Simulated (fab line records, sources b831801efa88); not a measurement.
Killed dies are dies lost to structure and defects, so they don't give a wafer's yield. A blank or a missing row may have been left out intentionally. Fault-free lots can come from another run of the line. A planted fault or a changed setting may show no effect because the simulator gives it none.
Check of tool commonality || flow sky130 || Lots sampled 9, wafers sampled 36

## REASON FOR OPENING
3 of 9 lots carry a flag on the reading METAL2_ALCU_RS at SKY_METAL2_RS_MEAS_05. Fault-free wafers read 0.1271 ohm/sq, with a standard deviation of 0.0016.
Rule: a lot is flagged in two cases, either no wafer of it has a number, or all its wafers with numbers fall more than 4 standard deviations from that mean. As for the other lots, they are considered sound.

{"lot": "L521", "measured": "day 34 01:05", "on": "filmMetro-03", "METAL2_ALCU_RS (ohm/sq), wafer by wafer": "0.1256 0.1264 0.1269", "flag": ""}
{"lot": "L524", "measured": "day 35 01:27", "on": "filmMetro-01", "METAL2_ALCU_RS (ohm/sq), wafer by wafer": "0.1265 0.1282 0.1268", "flag": ""}
{"lot": "L528", "measured": "day 36 09:06", "on": "filmMetro-02", "METAL2_ALCU_RS (ohm/sq), wafer by wafer": "0.1266 0.1257 0.1251", "flag": ""}
{"lot": "L530", "measured": "day 37 02:44", "on": "filmMetro-01", "METAL2_ALCU_RS (ohm/sq), wafer by wafer": "0.1275 0.1255 0.1248", "flag": ""}
{"lot": "L533", "measured": "day 39 19:59", "on": "filmMetro-02", "METAL2_ALCU_RS (ohm/sq), wafer by wafer": "0.1727 0.1753 0.1735 0.1730 0.1755 0.1728", "flag": "FLAGGED"}
{"lot": "L535", "measured": "day 40 00:10", "on": "filmMetro-02", "METAL2_ALCU_RS (ohm/sq), wafer by wafer": "0.1718 0.1734 0.1727 0.1718 0.1733 0.1729", "flag": "FLAGGED"}
{"lot": "L538", "measured": "day 40 05:49", "on": "filmMetro-03", "METAL2_ALCU_RS (ohm/sq), wafer by wafer": "0.1770 0.1764 0.1771 0.1769 0.1760 0.1772", "flag": "FLAGGED"}
{"lot": "L539", "measured": "day 40 07:29", "on": "filmMetro-03", "METAL2_ALCU_RS (ohm/sq), wafer by wafer": "0.1263 0.1255 0.1271", "flag": ""}
{"lot": "L540", "measured": "day 40 12:22", "on": "filmMetro-02", "METAL2_ALCU_RS (ohm/sq), wafer by wafer": "0.1272 0.1260 0.1275", "flag": ""}
The mean of the flagged lots' numbers is 0.1744 ohm/sq, +0.0473 ohm/sq from the usual (+30 standard deviations).

## TOOL THAT RAN EACH LOT
2 process steps preceding the reading are held in the record, out of 708 steps in the route. Cell contents, in order: the tool; ch with the chambers the sampled wafers went through; the start.
{"lot": "L521", "flag": "", "SKY_METAL1_DESCUM_17": "rieMetal-02 ch 0,1, day 32 19:01", "SKY_METAL2_SPUTTER_02": "pvdSputter-01, day 34 00:58"}
{"lot": "L524", "flag": "", "SKY_METAL1_DESCUM_17": "rieMetal-01 ch 0,1, day 33 19:13", "SKY_METAL2_SPUTTER_02": "pvdSputter-03, day 35 01:18"}
{"lot": "L528", "flag": "", "SKY_METAL1_DESCUM_17": "rieMetal-01 ch 0,1, day 35 03:52", "SKY_METAL2_SPUTTER_02": "pvdSputter-01, day 36 09:01"}
{"lot": "L530", "flag": "", "SKY_METAL1_DESCUM_17": "rieMetal-03 ch 0,1, day 35 22:10", "SKY_METAL2_SPUTTER_02": "pvdSputter-02, day 37 02:38"}
{"lot": "L533", "flag": "FLAGGED", "SKY_METAL1_DESCUM_17": "rieMetal-01 ch 0,1, day 38 15:05", "SKY_METAL2_SPUTTER_02": "pvdSputter-01, day 39 19:54"}
{"lot": "L535", "flag": "FLAGGED", "SKY_METAL1_DESCUM_17": "rieMetal-03 ch 0,1, day 38 19:31", "SKY_METAL2_SPUTTER_02": "pvdSputter-01, day 40 00:04"}
{"lot": "L538", "flag": "FLAGGED", "SKY_METAL1_DESCUM_17": "rieMetal-01 ch 0, day 39 02:08", "SKY_METAL2_SPUTTER_02": "pvdSputter-01, day 40 05:44"}
{"lot": "L539", "flag": "", "SKY_METAL1_DESCUM_17": "rieMetal-02 ch 0,1, day 39 03:39", "SKY_METAL2_SPUTTER_02": "pvdSputter-02, day 40 07:23"}
{"lot": "L540", "flag": "", "SKY_METAL1_DESCUM_17": "rieMetal-03 ch 0,1, day 39 08:48", "SKY_METAL2_SPUTTER_02": "pvdSputter-02, day 40 12:16"}
What these steps do:
- SKY_METAL1_DESCUM_17: chemistry O2, time 8 s.
- SKY_METAL2_SPUTTER_02: material AlCu, target thk 250 nm, time 13.3 s.
- SKY_METAL2_RS_MEAS_05: measures by four-point-probe.

## FLAGGED OVER TOTAL, TOOL BY TOOL (the gauges that took the reading come last)
{"step": "SKY_METAL1_DESCUM_17", "tool": "rieMetal-01", "lots run": 4, "flagged": 2, "share of the flagged lots": "some", "sound lots run after its first flagged lot": 0}
{"step": "SKY_METAL1_DESCUM_17", "tool": "rieMetal-02", "lots run": 2, "flagged": 0, "share of the flagged lots": "none", "sound lots run after its first flagged lot": "-"}
{"step": "SKY_METAL1_DESCUM_17", "tool": "rieMetal-03", "lots run": 3, "flagged": 1, "share of the flagged lots": "some", "sound lots run after its first flagged lot": "1 (L540)"}
{"step": "SKY_METAL2_SPUTTER_02", "tool": "pvdSputter-01", "lots run": 5, "flagged": 3, "share of the flagged lots": "all", "sound lots run after its first flagged lot": 0}
{"step": "SKY_METAL2_SPUTTER_02", "tool": "pvdSputter-02", "lots run": 3, "flagged": 0, "share of the flagged lots": "none", "sound lots run after its first flagged lot": "-"}
{"step": "SKY_METAL2_SPUTTER_02", "tool": "pvdSputter-03", "lots run": 1, "flagged": 0, "share of the flagged lots": "none", "sound lots run after its first flagged lot": "-"}
{"step": "SKY_METAL2_RS_MEAS_05", "tool": "filmMetro-01", "lots run": 2, "flagged": 0, "share of the flagged lots": "none", "sound lots run after its first flagged lot": "-"}
{"step": "SKY_METAL2_RS_MEAS_05", "tool": "filmMetro-02", "lots run": 4, "flagged": 2, "share of the flagged lots": "some", "sound lots run after its first flagged lot": "1 (L540)"}
{"step": "SKY_METAL2_RS_MEAS_05", "tool": "filmMetro-03", "lots run": 3, "flagged": 1, "share of the flagged lots": "some", "sound lots run after its first flagged lot": "1 (L539)"}

## WHAT IS ALLOWED BY THE TABLE
All flagged lots share 1 row of the table, namely pvdSputter-01 at SKY_METAL2_SPUTTER_02.
- pvdSputter-01 at SKY_METAL2_SPUTTER_02: 3 of its 5 lots flagged. It ran its last sound lot, L528, at day 36 09:01 and its first flagged lot, L533, at day 39 19:54: a fault with its onset between the two fits.
Left over: one tool, pvdSputter-01 at SKY_METAL2_SPUTTER_02.

## WHAT THE SIMULATOR HAD PUT IN
Site profile drift: pvdSputter-01, from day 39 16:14 on, at SKY_METAL2_SPUTTER_02. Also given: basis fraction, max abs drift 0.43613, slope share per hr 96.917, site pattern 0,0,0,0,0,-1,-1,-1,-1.
Struck lots among those shown: L533, L535, L538. Same finding as the rule above.
